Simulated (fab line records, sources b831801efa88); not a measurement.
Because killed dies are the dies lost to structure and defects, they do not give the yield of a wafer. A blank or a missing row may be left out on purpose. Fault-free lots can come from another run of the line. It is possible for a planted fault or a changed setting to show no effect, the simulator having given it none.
Split-lot study | flow sky130 | 23 wafers read across 5 lots, on a route 708 steps long

## SPLIT DETAILS
At SKY_LI_CONTACT_SPUTTER_20 (material TiN, target thk 20 nm, time 80 s), the setting chamberPressurePa was moved away from the recipe's 5 Pa on 20 of the 23 wafers read, by -11.0% to +12.0%. All remaining wafers had this setting at the recipe value.

The reading comes from the split's own step.

## THE READING
TiN_of_LI_CONTACT_SPUTTER_20.thkNm (the simulator's own value, which no gauge read), in nm, at SKY_LI_CONTACT_SPUTTER_20 (material TiN, target thk 20 nm, time 80 s). There is no usual value for it anywhere in the file. Average 20.13 nm, standard deviation 0.27 nm, over the 3 wafers here run with the recipe.

wafer  | tool, chamber at the split | chamberPressurePa as run, Pa | against the recipe | TiN_of_LI_CONTACT_SPUTTER_20.thkNm, nm | against lot-mates on the recipe
L076.1 | pvdSputter-03, -           | 4.449                        | -11.0%             | 22.56                                  | no lot-mate on the recipe
L076.2 | pvdSputter-03, -           | 4.449                        | -11.0%             | 22.35                                  | no lot-mate on the recipe
L076.3 | pvdSputter-03, -           | 4.449                        | -11.0%             | 22.33                                  | no lot-mate on the recipe
L076.5 | pvdSputter-03, -           | 4.449                        | -11.0%             | 22.64                                  | no lot-mate on the recipe
L076.6 | pvdSputter-03, -           | 4.449                        | -11.0%             | 22.65                                  | no lot-mate on the recipe
L080.1 | pvdSputter-01, -           | 5.524                        | +10.5%             | 18.4                                   | no lot-mate on the recipe
L080.3 | pvdSputter-01, -           | 5.524                        | +10.5%             | 18.59                                  | no lot-mate on the recipe
L080.4 | pvdSputter-01, -           | 5.524                        | +10.5%             | 18.46                                  | no lot-mate on the recipe
L080.5 | pvdSputter-01, -           | 5.524                        | +10.5%             | 18.19                                  | no lot-mate on the recipe
L080.6 | pvdSputter-01, -           | 5.524                        | +10.5%             | 18.53                                  | no lot-mate on the recipe
L082.1 | pvdSputter-03, -           | 4.706                        | -5.9%              | 20.88                                  | no lot-mate on the recipe
L082.2 | pvdSputter-03, -           | 4.706                        | -5.9%              | 20.87                                  | no lot-mate on the recipe
L082.3 | pvdSputter-03, -           | 4.706                        | -5.9%              | 20.93                                  | no lot-mate on the recipe
L082.5 | pvdSputter-03, -           | 4.706                        | -5.9%              | 20.64                                  | no lot-mate on the recipe
L082.6 | pvdSputter-03, -           | 4.706                        | -5.9%              | 20.95                                  | no lot-mate on the recipe
L083.4 | pvdSputter-03, -           | 5                            | recipe             | 20                                     | -
L083.5 | pvdSputter-03, -           | 5                            | recipe             | 20.51                                  | -
L083.6 | pvdSputter-03, -           | 5                            | recipe             | 19.88                                  | -
L085.2 | pvdSputter-04, -           | 5.599                        | +12.0%             | 17.66                                  | no lot-mate on the recipe
L085.3 | pvdSputter-04, -           | 5.599                        | +12.0%             | 18.14                                  | no lot-mate on the recipe
L085.4 | pvdSputter-04, -           | 5.599                        | +12.0%             | 18.02                                  | no lot-mate on the recipe
L085.5 | pvdSputter-04, -           | 5.599                        | +12.0%             | 17.93                                  | no lot-mate on the recipe
L085.6 | pvdSputter-04, -           | 5.599                        | +12.0%             | 17.62                                  | no lot-mate on the recipe

THE FIT
A straight line over all 23 wafers: TiN_of_LI_CONTACT_SPUTTER_20.thkNm changes by -0.184 nm for each +1% of chamberPressurePa; r = -0.98; the points scatter about the line by 0.32 nm.
Too few moved wafers have a lot-mate on the recipe to fit a line with each lot's own level taken away.

## THE FILE'S OWN FIT
TiN_of_LI_CONTACT_SPUTTER_20.thkNm changes by -0.184 nm for each +1% of chamberPressurePa, r = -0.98.
